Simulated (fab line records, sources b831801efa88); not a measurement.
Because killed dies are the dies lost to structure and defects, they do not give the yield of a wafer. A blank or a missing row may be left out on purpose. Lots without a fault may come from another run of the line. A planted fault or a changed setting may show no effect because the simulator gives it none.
fab line records	flow sky130
[record] lots = 5	wafers = 14	lastDay = 49
route steps=708 shown VIA2@527 METAL3@532 CAPM@537 PAD_OPEN@708
lots with no fault: from the same line, run without faults
startH: hours from the record's opening day to when the first of the lot's shown wafers began	waitH: hours elapsed since this lot's preceding step	" unchanged from the row above	L1.1+2: one row covering several wafers at once	- value missing, or start not given	* or withheld: withheld	< > ~ a bound
route shown NAME@n: NAME is a module with steps in the file, n the number in the route of the first one	usual: mean/standard deviation taken from wafers without a fault	same: alike in all rows	chamber/n: place in a boat	sites: per-site readings	_std_site: their standard deviation	_edge_site: inner sites' mean taken away from outer sites' mean	radiusMm: how far each site lies from the wafer's centre	mask NAME#n: copy n	behind: the last tool/chamber to shape the wafer	hold: reason for holding the lot/hours on hold/outcome of the hold	device: which transistor (n, p or np) failed to switch	end of line: tests run on the same wafers once the route is complete	a step without rows: its recipe alone	killed: the dies lost at the first sort to structure and to defects; this is not the yield of the wafer	map: the dies of a wafer, with x for killed, . for not killed, _ for no die there
set.NAME: the setting that was run; set.NAME@STEP: the one run at that earlier step	model.NAME: the simulator's own value behind a step, which no gauge read
a table for each step, a row for each wafer; lots at some steps of the route
services: a tool's chamber out of use, with start hour (startH, from the record's first day; less than 0 if before it), hours out, and reason
[[steps]]
[step SKY_VIA2_SPUTTER_20]
[recipe] material = TiN	targetThkNm = 20	chamberPressurePa = 5	powerW = 4000	timeS = 80
[step SKY_VIA2_CVD_21]
[recipe] material = W	targetThkNm = 420	timeS = 126.4	tempC = 400	pressureTorr = 40
[step SKY_VIA2_CMP_24]
[recipe] stopOn = SiO2	tOverpolishS = 20	downForcePsi = 3.5	platenRpm = 60	targetThkNm = 0	padVelocityMS = 0.94248
[step SKY_METAL3_SPUTTER_00]
[recipe] material = Ti	targetThkNm = 15	powerW = 3000	timeS = 10	chamberPressurePa = 0.4
[step SKY_METAL3_SPUTTER_01]
[recipe] material = TiN	targetThkNm = 20	powerW = 6500	timeS = 16.7	chamberPressurePa = 0.4
[step SKY_METAL3_SPUTTER_02]
[recipe] material = AlCu	targetThkNm = 735	powerW = 10600	timeS = 39.1	chamberPressurePa = 0.4
[step SKY_METAL3_SPUTTER_03]
[recipe] material = Ti	targetThkNm = 5	powerW = 3000	timeS = 3.3	chamberPressurePa = 0.4
[step SKY_METAL3_SPUTTER_04]
[recipe] material = TiN	targetThkNm = 70	powerW = 6500	timeS = 58.3	chamberPressurePa = 0.4
[step SKY_CAPM_CVD_00]
[recipe] material = SiO2	targetThkNm = 15.5	tempC = 400	timeS = withheld	rfW = 450
[step SKY_CAPM_SPUTTER_02]
[recipe] material = TiN	targetThkNm = 200	tempC = 300	powerW = 6500	timeS = 166.7	chamberPressurePa = 0.4
[usual] throttleValvePct = 29.4/1.2
lot.wafer	tool	chamber	startH	waitH	throttleValvePct	model.TiN_of_CAPM_SPUTTER_02.thkNm
L780.2	pvdSputter-04	-	868.65	0.0	29.1	198.4
L780.3	"	-	"	"	29.7	199.1
L780.5	"	-	"	"	28.7	199.8
L786.3	pvdSputter-04	-	914.42	0.0	27.7	144.5
L786.4	"	-	"	"	29.1	142.1
L788.2	pvdSputter-04	-	923.69	0.0	27.9	202.8
L788.3	"	-	"	"	28.6	145.5
L788.5	"	-	"	"	27.7	203.8
L790.2	pvdSputter-04	-	938.74	0.0	28.8	201
L790.4	"	-	"	"	29.2	142.6
L790.5	"	-	"	"	28.8	202.2
L795.2	pvdSputter-01	-	980.69	0.0	29.1	198.4
L795.3	"	-	"	"	28.5	198.9
L795.5	"	-	"	"	28.8	197.8
[step SKY_CAPM_RS_MEAS_03]
[recipe] thkMeasGauge = four-point-probe	reads = TiN_of_CAPM_SPUTTER_02
[usual] CAPM_TIN_RS = 6.90/0.087
lot.wafer	tool	chamber	startH	waitH	CAPM_TIN_RS[ohm/sq]
L780.2	filmMetro-02	-	868.78	0.1	6.99
L780.3	"	-	"	"	6.95
L780.5	"	-	"	"	6.94
L786.3	filmMetro-04	-	914.57	0.1	9.66
L786.4	"	-	"	"	9.80
L788.2	filmMetro-04	-	923.82	0.1	6.80
L788.3	"	-	"	"	9.58
L788.5	"	-	"	"	6.78
L790.2	filmMetro-02	-	938.86	0.1	6.89
L790.4	"	-	"	"	9.82
L790.5	"	-	"	"	6.85
L795.2	filmMetro-03	-	980.82	0.1	6.98
L795.3	"	-	"	"	6.96
L795.5	"	-	"	"	6.99
[step SKY_CAPM_THK_MEAS_04]
[recipe] thkMeasGauge = xrf	reads = TiN_of_CAPM_SPUTTER_02
[usual] CAPM_TIN_THK = 197.4/2.3
lot.wafer	tool	chamber	startH	waitH	CAPM_TIN_THK[nm]
L780.2	filmMetro-02	-	868.89	0.1	196.7
L780.3	"	-	"	"	197.6
L780.5	"	-	"	"	198.2
L786.3	filmMetro-04	-	914.67	0.1	142.6
L786.4	"	-	"	"	139.5
L788.2	filmMetro-04	-	923.93	0.1	198.3
L788.3	"	-	"	"	143.4
L788.5	"	-	"	"	200.0
L790.2	filmMetro-02	-	938.97	0.1	197.9
L790.4	"	-	"	"	140.4
L790.5	"	-	"	"	198.5
L795.2	filmMetro-03	-	980.93	0.1	194.8
L795.3	"	-	"	"	195.5
L795.5	"	-	"	"	194.3
[step SKY_CAPM_DEHYDRATE_05]
[recipe] tempC = 200	timeS = 60
[step SKY_CAPM_HMDS_06]
[recipe] primeTimeS = 60	primeTempC = 120
[step SKY_CAPM_COAT_07]
[recipe] resist = NOVOLAK	spinRpm = 3000	resistThkNm = 1140
[step SKY_CAPM_SOFTBAKE_08]
[recipe] tempC = 90	timeS = 60	resist = NOVOLAK
[step SKY_CAPM_EXPOSE_09]
[recipe] maskId = CAPM	na = 0.6	sourceShape = conventional	sigmaOuter = 0.6	polarization = unpolarized	targetCdNm = 1000	doseMj = 159
[step SKY_CAPM_PEB_10]
[recipe] tempC = withheld	timeS = *	resist = NOVOLAK
[step SKY_CAPM_DEVELOP_11]
[recipe] resist = NOVOLAK	developer = TMAH	developTimeS = 60	devTempC = 23
[step SKY_CAPM_METAL_ETCH_13]
[recipe] targetDepthNm = 220	stopOn = SiO2	chemistry = Cl2/BCl3	target = TiN	pressureMtorr = 10	icpW = 900	biasW = 48.5	Cl2_flow_sccm = 60	bcl3FlowSccm = 30	timeS = 62.9
[usual] drypumpMotorCurrentA = 5.6/0.37	oesProductAu = 0.943/0.0084	throttleValvePct = 21.901/0.01
lot.wafer	tool	chamber	startH	waitH	drypumpMotorCurrentA	oesProductAu	rfHoursCounterH	throttleValvePct
L780.2	rieMetal-02	0	894.40	0.0	5.7	0.933	15	21.902
L780.3	"	1	"	"	6.0	0.939	-	21.899
L780.5	"	1	"	"	6.0	0.939	-	21.894
L786.3	rieMetal-02	0	939.40	0.0	5.7	0.784	-	22.014
L786.4	"	1	"	"	6.0	0.772	-	21.996
L788.2	rieMetal-04	1	947.92	0.0	5.7	0.950	1	21.903
L788.3	"	1	"	"	5.7	0.788	-	21.999
L788.5	"	1	"	"	5.7	0.956	-	21.899
L790.2	rieMetal-03	0	962.95	0.0	5.1	0.940	6	21.893
L790.4	"	0	"	"	5.1	0.779	-	22.008
L790.5	"	0	"	"	5.1	0.942	-	21.892
L795.2	rieMetal-03	1	1004.02	0.0	5.0	0.935	17	21.902
L795.3	"	0	"	"	5.1	0.942	-	21.894
L795.5	"	0	"	"	5.1	0.928	-	21.902
[step SKY_CAPM_STRIP_14]
[recipe] chemistry = O2/N2	powerW = 1400	pressureMtorr = 1500	platenTempC = withheld	o2FlowSccm = 3000	n2FlowSccm = 300	overashFraction = 0.5
[step SKY_CAPM_STRIP_15]
[recipe] chemistry = postEtchResidueRemover	timeS = 1200	tempC = 72.5
[step SKY_CAPM_CLEAN_16]
[recipe] chemistry = IPA	timeS = 180	tempC = 25
[step SKY_CAPM_CLEAN_17]
[recipe] chemistry = O3/DIW	dry = n2Spin
[step SKY_METAL3_DEHYDRATE_05]
[recipe] tempC = 200	timeS = 60
[step SKY_METAL3_HMDS_06]
[recipe] primeTimeS = 60	primeTempC = 120
[step SKY_METAL3_COAT_07]
[recipe] resist = BARC	tempC = withheld	timeS = withheld	spinRpm = 3000	resistThkNm = 60
[step SKY_METAL3_COAT_08]
[recipe] resist = KrF-thick	spinRpm = 3000	resistThkNm = 1140
[step SKY_METAL3_SOFTBAKE_09]
[recipe] tempC = 100	timeS = 90	resist = KrF-thick
[step SKY_METAL3_EXPOSE_10]
[recipe] maskId = MM3	na = 0.68	sourceShape = annular	sigmaInner = 0.4	sigmaOuter = 0.8	targetCdNm = 300	doseMj = 28
[step SKY_METAL3_PEB_11]
[recipe] pebTempC = withheld	pebTimeS = withheld	resist = KrF-thick
[step SKY_METAL3_DEVELOP_12]
[recipe] developTimeS = 60	resist = KrF-thick	devTempC = 21
[step SKY_METAL3_DESCUM_15]
[recipe] chemistry = O2	sourcePowerW = 150	biasPowerW = 0	pressureMtorr = 10	tempC = 40	timeS = 8
[step SKY_METAL3_ETCH_16]
[recipe] chemistry = N2/H2	target = BARC	ionEnergyEv = 200	biasW = 100	pressureMtorr = 30	n2FlowSccm = 100	h2FlowSccm = 200	icpW = 500	stopOn = SiO2	timeS = 88.2	targetDepthA = 600
[step SKY_METAL3_ETCH_17]
[recipe] target = SiO2	stopOn = TiN	chemistry = C4F8/O2/Ar	sourceW = 1500	biasW = 1200	pressureMtorr = 40	c4f8FlowSccm = withheld	O2_flow_sccm = 6	Ar_flow_sccm = 300	timeS = 3.9	targetDepthA = 150
[step SKY_METAL3_METAL_ETCH_18]
[recipe] targetDepthA = 8450	stopOn = SiO2	overEtchFrac = 0.3	timeS = 183.1	chemistry = Cl2/BCl3	resistSidewallDeg = 88	pressureMtorr = 10	icpW = 900	biasW = 48.5	Cl2_flow_sccm = 60	bcl3FlowSccm = 30
[step SKY_METAL3_STRIP_20]
[recipe] chemistry = postEtchResidueRemover	timeS = 1200	tempC = 72.5
lot.wafer	tool	chamber	startH	waitH	model.TiN_of_CAPM_SPUTTER_02.thkNm
L780.2	wetBench-03	0	920.70	0.1	197.6
L780.3	"	0	"	"	198.3
L780.5	"	0	"	"	198.9
L786.3	wetBench-03	0	964.57	0.0	143.7
L786.4	"	0	"	"	141.3
L788.2	wetBench-01	2	973.08	0.1	201.9
L788.3	"	2	"	"	144.7
L788.5	"	2	"	"	203
L790.2	wetBench-03	1	988.27	0.1	200.2
L790.4	"	1	"	"	141.7
L790.5	"	1	"	"	201.3
L795.2	wetBench-03	0	1027.99	0.1	197.6
L795.3	"	0	"	"	198.1
L795.5	"	0	"	"	197
[step SKY_PAD_OPEN_PROBE_99]
[usual] defectLimitedYield = 81.9/1.9	killed_at_M0_to_M3 = 45/7.3	killed_at_M4_up = 3.2/1.8	killedAtContacts = 25/5.5	killedAtFrontEnd = 15/4.2	killedAtOther = 0.3/0.69	killedDies = 89/9.4	killedOpen = 49/6.6	killedShort = 40/6.4	sort_bin_3_pad_short = 0.9/0.43	sort_bin_5_function = 10.7/1.5	sort_bin_6_memory = 6.5/1.2	sortNPass = 403/9.4	sortYieldPct = 81.9/1.9
[same] grossDies = 492	killedAtBackSide = 0	sort_bin_4_leakage[%] = 0	sort_bin_8_speed[%] = 0
lot.wafer	tool	chamber	startH	waitH	defectLimitedYield[%]	killed_at_M0_to_M3	killed_at_M4_up	killedAtContacts	killedAtFrontEnd	killedAtOther	killedDies	killedOpen	killedShort	sort_bin_3_pad_short[%]	sort_bin_5_function[%]	sort_bin_6_memory[%]	sortNPass	sortYieldPct[%]	model.etest.capMim.plateOhmSq	model.etest.capMim.bvV	model.etest.capMim.leakLog10ACm2
L780.2	prober-02	-	1092.07	0.1	78.5	58	5	25	18	0	106	56	50	1.0	11.2	9.3	386	78.5	6.068	14.01	-9.08
L780.3	prober-02	-	1092.12	0.2	80.9	49	5	26	14	0	94	60	34	1.2	11.0	6.9	398	80.9	6.034	14.37	-8.991
L780.5	prober-02	-	1092.22	0.2	78.3	60	2	29	16	0	107	60	47	1.4	12.8	7.5	385	78.3	6.029	14.29	-8.938
L786.3	prober-02	-	1128.27	0.2	83.9	31	6	23	19	0	79	44	35	0.6	10.8	4.7	413	83.9	8.296	12.77	-8.552
L786.4	prober-02	-	1128.32	0.2	83.3	40	4	25	13	0	82	42	40	0.6	8.1	7.9	410	83.3	8.389	12.9	-8.348
L788.2	prober-02	-	1132.62	0.1	83.3	39	7	17	17	2	82	38	43	0.4	8.7	7.5	410	83.3	5.894	14.37	-9.162
L788.3	prober-02	-	1132.67	0.2	83.7	36	4	28	11	1	80	46	33	0.6	8.3	7.3	412	83.7	8.216	13.21	-8.356
L788.5	prober-02	-	1132.77	0.2	81.5	43	4	33	11	0	91	42	49	1.0	9.3	8.1	401	81.5	5.855	14.43	-8.96
L790.2	prober-02	-	1145.56	0.1	81.1	46	0	30	17	0	93	58	33	0.8	11.2	6.9	399	81.1	5.998	13.79	-8.914
L790.4	prober-02	-	1145.66	0.2	82.9	45	1	22	14	2	84	42	40	1.4	9.8	5.9	408	82.9	8.401	12.35	-8.146
L790.5	prober-02	-	1145.71	0.2	79.7	58	4	29	9	0	100	55	45	1.8	12.0	6.5	392	79.7	5.889	13.77	-9.03
L795.2	prober-01	-	1177.21	0.1	79.7	48	2	21	29	0	100	52	48	1.0	12.0	7.3	392	79.7	6.078	14.32	-8.949
L795.3	prober-01	-	1177.26	0.2	82.9	46	1	24	12	1	84	42	42	0.8	10.4	5.9	408	82.9	6.098	14.43	-8.884
L795.5	prober-01	-	1177.36	0.2	82.1	49	6	15	18	0	88	44	44	1.0	10.8	6.1	404	82.1	6.063	14.28	-8.875
// killed by level:class
L780.2 VIA1:geometricParticle:short=12 VIA1:geometricParticle:open=10 LI_CONTACT:geometricParticle:open=9 VIA3:geometricParticle:open=9 CONTACT:geometricParticle:short=7 VIA2:geometricParticle:open=7 METAL1:geometricParticle:short=6 FIELD_ISO:geometricParticle:short=5
L780.3 VIA3:geometricParticle:open=12 CONTACT:geometricParticle:open=12 VIA1:geometricParticle:open=11 LI_CONTACT:geometricParticle:open=7 METAL1:geometricParticle:short=7 FIELD_ISO:geometricParticle:short=6 METAL4:geometricParticle:short=5 VIA2:geometricParticle:open=5
L780.5 VIA1:geometricParticle:open=14 LI_CONTACT:geometricParticle:open=12 VIA2:geometricParticle:open=9 CONTACT:geometricParticle:open=8 METAL1:geometricParticle:short=8 VIA1:geometricParticle:short=7 VIA3:geometricParticle:open=6 FIELD_ISO:geometricParticle:short=5
L786.3 LI_CONTACT:geometricParticle:open=13 VIA1:geometricParticle:open=8 POLY_GATE:geometricParticle:short=7 CONTACT:geometricParticle:open=7 METAL2:geometricParticle:short=6 VIA2:geometricParticle:short=6 POLY_GATE:geometricParticle:open=4 METAL4:geometricParticle:short=4
L786.4 VIA1:geometricParticle:open=13 CONTACT:geometricParticle:open=8 VIA2:geometricParticle:open=7 LI_CONTACT:geometricParticle:short=6 VIA1:geometricParticle:short=5 CONTACT:geometricParticle:short=5 FIELD_ISO:geometricParticle:short=4 VIA3:geometricParticle:short=4
L788.2 METAL2:geometricParticle:short=9 VIA1:geometricParticle:open=8 CONTACT:geometricParticle:open=6 METAL4:geometricParticle:short=6 FIELD_ISO:geometricParticle:short=5 LI_CONTACT:geometricParticle:open=5 VIA2:geometricParticle:open=5 FIELD_ISO:geometricParticle:open=4
L788.3 CONTACT:geometricParticle:open=12 VIA1:geometricParticle:open=10 LI_CONTACT:geometricParticle:open=7 VIA1:geometricParticle:short=5 METAL2:geometricParticle:short=5 POLY_GATE:geometricParticle:short=4 LOCAL_INTERCONNECT:geometricParticle:short=4 VIA2:geometricParticle:open=4
L788.5 VIA1:geometricParticle:open=10 POLY_GATE:geometricParticle:short=8 CONTACT:geometricParticle:open=8 CONTACT:geometricParticle:short=8 LOCAL_INTERCONNECT:geometricParticle:short=7 VIA2:geometricParticle:open=7 LI_CONTACT:geometricParticle:open=5 VIA1:geometricParticle:short=5
L790.2 VIA1:geometricParticle:open=13 CONTACT:geometricParticle:open=12 LI_CONTACT:geometricParticle:open=9 VIA2:geometricParticle:open=8 LOCAL_INTERCONNECT:geometricParticle:short=5 VIA1:geometricParticle:short=5 VIA3:geometricParticle:open=5 FIELD_ISO:geometricParticle:open=4
L790.4 CONTACT:geometricParticle:open=8 VIA1:geometricParticle:open=8 VIA3:geometricParticle:open=8 METAL1:geometricParticle:short=6 CONTACT:geometricParticle:short=5 VIA1:geometricParticle:short=5 FIELD_ISO:geometricParticle:short=4 LI_CONTACT:geometricParticle:open=4
L790.5 VIA1:geometricParticle:open=12 CONTACT:geometricParticle:open=12 VIA3:geometricParticle:open=12 CONTACT:geometricParticle:short=9 METAL1:geometricParticle:short=9 LOCAL_INTERCONNECT:geometricParticle:short=6 VIA2:geometricParticle:open=6 METAL2:geometricParticle:short=5
L795.2 FIELD_ISO:geometricParticle:short=9 CONTACT:geometricParticle:open=9 VIA1:geometricParticle:open=8 VIA1:geometricParticle:short=7 POLY_GATE:geometricParticle:open=6 METAL1:geometricParticle:short=6 VIA3:geometricParticle:open=6 LI_CONTACT:geometricParticle:open=5
L795.3 METAL1:geometricParticle:short=10 CONTACT:geometricParticle:open=9 VIA1:geometricParticle:open=6 VIA3:geometricParticle:open=6 LI_CONTACT:geometricParticle:short=5 LI_CONTACT:geometricParticle:open=5 CONTACT:geometricParticle:short=5 VIA1:geometricParticle:short=5
L795.5 VIA3:geometricParticle:short=7 VIA3:geometricParticle:open=7 FIELD_ISO:geometricParticle:short=6 VIA1:geometricParticle:open=6 VIA1:geometricParticle:short=6 VIA2:geometricParticle:open=6 LI_CONTACT:geometricParticle:open=5 CONTACT:geometricParticle:open=5
[[services]]
tool	chamber	startH	hours	kind
pvdSputter-01	-	855.56	1.3	repair
rieMetal-03	-	857.08	2.8	pm
pvdSputter-04	-	909.05	1.5	repair
rieMetal-02	-	918.99	2.8	pm
rieMetal-04	1	919.11	-	clean
rieMetal-04	1	919.11	25.3	scheduledDown
rieMetal-04	1	919.11	25.3	ventCycle
rieMetal-04	0	926.35	19.5	repair
rieMetal-03	1	938.62	5.7	repair
pvdSputter-04	-	952.46	1.3	repair
pvdSputter-01	-	968.76	1.4	repair
rieMetal-03	-	986.30	15.6	pm
pvdSputter-04	-	987.84	2.0	repair
[[key]]
[firstSign] step = SKY_CAPM_RS_MEAS_03	reading = CAPM_TIN_RS	direction = up	sigmas = 32	usual = 6.90	struck = 9.71
[effect] step = SKY_CAPM_THK_MEAS_04	reading = CAPM_TIN_THK	direction = down	sigmas = 24	usual = 197.4	struck = 141.5
[effect] step = SKY_CAPM_METAL_ETCH_13	reading = oesProductAu	direction = down	sigmas = 19	usual = 0.943	struck = 0.781
[modelEffect] step = SKY_CAPM_SPUTTER_02	value = TiN_of_CAPM_SPUTTER_02.thkNm	without = 201.6	struck = 143.7
[modelEffect] step = SKY_METAL3_STRIP_20	value = TiN_of_CAPM_SPUTTER_02.thkNm	without = 200.8	struck = 142.8
[modelEffect] step = SKY_PAD_OPEN_PROBE_99	value = etest.capMim.plateOhmSq	without = 5.933	struck = 8.325
metAt SKY_CAPM_SPUTTER_02
struckWafers L786.3,L786.4,L788.3,L790.4
onsetBetween 868.65 914.42
[fault] kind = processParameterDrift	tool = pvdSputter-04	chamber = -	onsetH = 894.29	steps = SKY_CAPM_SPUTTER_02	channel = targetThkNm	offset = -57.914	shape = step	endH = 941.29	scope = struckWafersOnly	actsIn = theseRecipesOnly	stated = 200
